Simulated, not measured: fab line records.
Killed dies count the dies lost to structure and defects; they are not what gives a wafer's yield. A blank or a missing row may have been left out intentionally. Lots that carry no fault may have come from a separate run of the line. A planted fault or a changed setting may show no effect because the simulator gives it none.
Which of the tools did it? + flow gf180mcu + 14 lots with 42 wafers sampled at 4 steps, on a route of 602 steps

WHAT THE GAUGES SHOWED, per wafer
GF_STI_CD_MEAS_12 targets a cd of 220 nm.
| lot  | measured    | on        | cd_nm (nm)        |
|------|-------------|-----------|-------------------|
| L871 | day 2 01:18 | cd_sem-02 | 216.4 218.0 217.8 |
| L873 | day 2 12:12 | cd_sem-01 | 219.2 220.2 219.7 |
| L874 | day 2 17:49 | cd_sem-02 | 220.2 219.6 221.9 |
| L876 | day 3 04:02 | cd_sem-01 | 218.5 220.7 219.1 |
| L877 | day 3 07:56 | cd_sem-01 | 219.5 219.8 219.6 |
| L878 | day 3 13:08 | cd_sem-01 | 222.7 222.9 222.9 |
| L880 | day 3 23:01 | cd_sem-02 | 222.1 221.9 221.5 |
| L881 | day 4 05:05 | cd_sem-01 | 219.4 220.8 219.5 |
| L882 | day 4 10:37 | cd_sem-02 | 221.7 222.3 222.0 |
| L883 | day 4 15:37 | cd_sem-02 | 219.4 218.7 218.9 |
| L889 | day 5 23:08 | cd_sem-02 | 221.2 221.5 221.5 |
| L892 | day 6 12:49 | cd_sem-01 | 220.7 220.5 220.0 |
| L893 | day 6 19:14 | cd_sem-02 | 218.8 217.3 219.0 |
| L894 | day 6 23:11 | cd_sem-01 | 219.5 220.0 220.4 |

GF_POLY_GATE_CD_MEAS_10 targets a cd of 280 nm.
| lot  | measured     | on        | cd_nm (nm)        |
|------|--------------|-----------|-------------------|
| L871 | day 9 04:41  | cd_sem-01 | 281.9 282.6 281.9 |
| L873 | day 9 18:14  | cd_sem-02 | 281.4 281.4 280.4 |
| L874 | day 10 02:07 | cd_sem-02 | 279.1 280.1 281.6 |
| L876 | day 10 16:23 | cd_sem-01 | 279.8 280.7 280.1 |
| L877 | day 10 19:11 | cd_sem-01 | 281.7 281.5 281.4 |
| L878 | day 11 05:39 | cd_sem-01 | 278.5 278.1 279.4 |
| L880 | day 12 00:07 | cd_sem-01 | 280.5 281.6 280.7 |
| L881 | day 12 06:35 | cd_sem-02 | 282.9 282.1 283.6 |
| L882 | day 12 12:23 | cd_sem-01 | 279.0 279.0 280.3 |
| L883 | day 12 18:20 | cd_sem-01 | 281.4 282.8 281.6 |
| L889 | day 14 15:44 | cd_sem-01 | 281.3 280.5 280.5 |
| L892 | day 15 08:49 | cd_sem-02 | 280.2 279.7 279.8 |
| L893 | day 15 18:20 | cd_sem-01 | 281.1 281.2 280.4 |
| L894 | day 16 02:05 | cd_sem-01 | 280.4 281.6 281.1 |

TOOL THAT RAN EACH LOT (tool first, then ch and the chambers of the sampled wafers, then the start)
| lot  | GF_VT_IMPLANT_IMPLANT_19        | GF_VT_IMPLANT_RTA_45             |
|------|---------------------------------|----------------------------------|
| L871 | implanter-01 ch 0, day 6 04:35  | rtp_anneal-01 ch 0, day 7 12:02  |
| L873 | implanter-01 ch 0, day 6 17:40  | rtp_anneal-02 ch 0, day 8 01:41  |
| L874 | implanter-02 ch 0, day 7 00:55  | rtp_anneal-02 ch 0, day 8 08:53  |
| L876 | implanter-01 ch 0, day 7 13:05  | rtp_anneal-02 ch 0, day 8 22:29  |
| L877 | implanter-04 ch 0, day 7 18:20  | rtp_anneal-01 ch 0, day 9 03:07  |
| L878 | implanter-02 ch 0, day 8 01:08  | rtp_anneal-01 ch 0, day 9 11:08  |
| L880 | implanter-01 ch 0, day 8 17:40  | rtp_anneal-02 ch 0, day 10 04:14 |
| L881 | implanter-01 ch 0, day 8 20:56  | rtp_anneal-01 ch 0, day 10 08:47 |
| L882 | implanter-01 ch 0, day 9 04:46  | rtp_anneal-02 ch 0, day 10 17:37 |
| L883 | implanter-04 ch 0, day 9 09:28  | rtp_anneal-02 ch 0, day 10 21:35 |
| L889 | implanter-04 ch 0, day 11 02:38 | rtp_anneal-01 ch 0, day 12 18:05 |
| L892 | implanter-04 ch 0, day 11 17:49 | rtp_anneal-01 ch 0, day 13 09:17 |
| L893 | implanter-04 ch 0, day 12 03:02 | rtp_anneal-01 ch 0, day 13 18:40 |
| L894 | implanter-01 ch 0, day 12 07:02 | rtp_anneal-01 ch 0, day 13 23:32 |
- GF_VT_IMPLANT_IMPLANT_19
- GF_VT_IMPLANT_RTA_45: time 30 s.

AS READ BY THE TOOLS THEMSELVES (means over the sampled wafers that have a number; for cases with no such wafer, the mark the record gives instead)
GF_VT_IMPLANT_IMPLANT_19.
| lot  | tool         | dose_ions_cm2 | faraday_current_uA |
|------|--------------|---------------|--------------------|
| L871 | implanter-01 | 4.35e+12      | 24.9               |
| L873 | implanter-01 | 4.35e+12      | 24.7               |
| L874 | implanter-02 | 4.35e+12      | 24.2               |
| L876 | implanter-01 | 4.35e+12      | 24.8               |
| L877 | implanter-04 | 4.35e+12      | 24.3               |
| L878 | implanter-02 | 4.35e+12      | 24.9               |
| L880 | implanter-01 | 4.35e+12      | 24.8               |
| L881 | implanter-01 | 4.00e+12      | 22.8               |
| L882 | implanter-01 | 3.99e+12      | 22.2               |
| L883 | implanter-04 | 4.35e+12      | 24.5               |
| L889 | implanter-04 | 4.35e+12      | 24.8               |
| L892 | implanter-04 | 4.34e+12      | 24.7               |
| L893 | implanter-04 | 4.35e+12      | 24.7               |
| L894 | implanter-01 | 4.35e+12      | 24.1               |

GF_VT_IMPLANT_RTA_45.
| lot  | tool          | lamp_power_pct (%) | wafer_temp_C_max |
|------|---------------|--------------------|------------------|
| L871 | rtp_anneal-01 | 32                 | 1055.6           |
| L873 | rtp_anneal-02 | 40                 | 1057.5           |
| L874 | rtp_anneal-02 | 40                 | 1057.8           |
| L876 | rtp_anneal-02 | 40                 | 1056.7           |
| L877 | rtp_anneal-01 | 32                 | 1056.2           |
| L878 | rtp_anneal-01 | 32                 | 1055.0           |
| L880 | rtp_anneal-02 | 40                 | 1058.4           |
| L881 | rtp_anneal-01 | 32                 | 1056.0           |
| L882 | rtp_anneal-02 | 40                 | 1056.9           |
| L883 | rtp_anneal-02 | 40                 | 1058.9           |
| L889 | rtp_anneal-01 | 32                 | 1055.0           |
| L892 | rtp_anneal-01 | 32                 | 1055.5           |
| L893 | rtp_anneal-01 | 32                 | 1055.5           |
| L894 | rtp_anneal-01 | 32                 | 1055.2           |

THE ANSWER, worked out from the rows above alone
Rule: usual is defined by the lots themselves. Put in order of their means at a reading, lots are off if they are a third of the lots or fewer, leave a main group of 4 or more, and stand apart from it by a gap of 3 or more times the standard deviation of the main group's means; of several such gaps the widest counts. The tables above print the reading to a certain number of digits; a main group whose means all agree to those digits is not used. A lot without any number at a reading at which 4 lots or more have one is off too. Any other lot the step has rows for is counted as sound. First the gauges in route order, then the tools' own readings, where a lot's mean is used as printed above. The first step at which some lot is off is used, and at that step the reading that is off furthest; a lot without a number counts as furthest.
Off: L881, L882 (GF_VT_IMPLANT_IMPLANT_19, dose_ions_cm2). The main group has a mean of 4.35e+12 with a standard deviation of 2.8e+09.
A tool fits if, at that step or a process step before it, it ran every lot that is off, and no sound lot after the first of them. Not one of the candidates tried fits.

WHAT THE SIMULATOR HAD PUT IN
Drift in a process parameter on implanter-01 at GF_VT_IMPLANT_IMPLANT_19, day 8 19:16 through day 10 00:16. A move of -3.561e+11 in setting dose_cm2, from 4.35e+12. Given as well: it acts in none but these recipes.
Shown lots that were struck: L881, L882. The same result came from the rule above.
